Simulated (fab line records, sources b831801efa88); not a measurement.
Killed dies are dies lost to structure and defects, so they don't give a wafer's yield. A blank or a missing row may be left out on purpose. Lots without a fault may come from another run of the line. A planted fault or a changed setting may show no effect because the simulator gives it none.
Chamber matching | flow gf180mcu | GF_V3_CMP_26 on cmp-01: 4 sister chambers
The step polishes, stops on SiO2, t overpolish 15 s, target thk 0 nm. 4 wafers are shown with their chamber, then 11 later ones without.

WAFERS WITH THEIR CHAMBER
wafer  | chamber | motor_current_A (A)
L084.5 | 2       | 11.9
L088.1 | 1       | 12.8
L088.3 | 0       | 9.6
L089.2 | 3       | 11.1

WAFERS WITHOUT THEIR CHAMBER
wafer  | motor_current_A (A)
L089.4 | 12.0
L089.5 | 12.4
L090.1 | 11.8
L090.4 | 9.7
L090.5 | 10.3
L092.1 | 9.5
L092.4 | 12.7
L092.5 | 12.6
L095.2 | 11.9
L095.4 | 9.9
L095.5 | 10.5

WHICH CHAMBER EACH WENT THROUGH
wafer  | from the rows above     | in truth
L089.4 | 2                       | 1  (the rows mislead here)
L089.5 | can't be placed: 1 or 2 | 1
L090.1 | can't be placed: 2 or 3 | 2
L090.4 | 0                       | 0
L090.5 | can't be placed: 0 or 3 | 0
L092.1 | 0                       | 0
L092.4 | 1                       | 1
L092.5 | can't be placed: 1 or 2 | 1
L095.2 | 2                       | 2
L095.4 | 0                       | 0
L095.5 | can't be placed: 3 or 0 | 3
Placed correctly: 5 of 11. Can't be placed from these rows: 5 (the true chamber is among the candidates in 5). Placed wrongly: 1.
How it was worked out, from the rows above alone: a wafer's distance from a chamber is the root of the sum, over the readings, of the square of ((its reading less the chamber's mean) divided by the reading's scatter). The wafer belongs to the nearest chamber; if the next one is less than 2 further off, it can't be placed. A chamber's mean is the mean of its shown wafers. The scatter: with one shown wafer a chamber, the root of the mean of the squares of how far each hidden wafer lies from its nearest shown one.
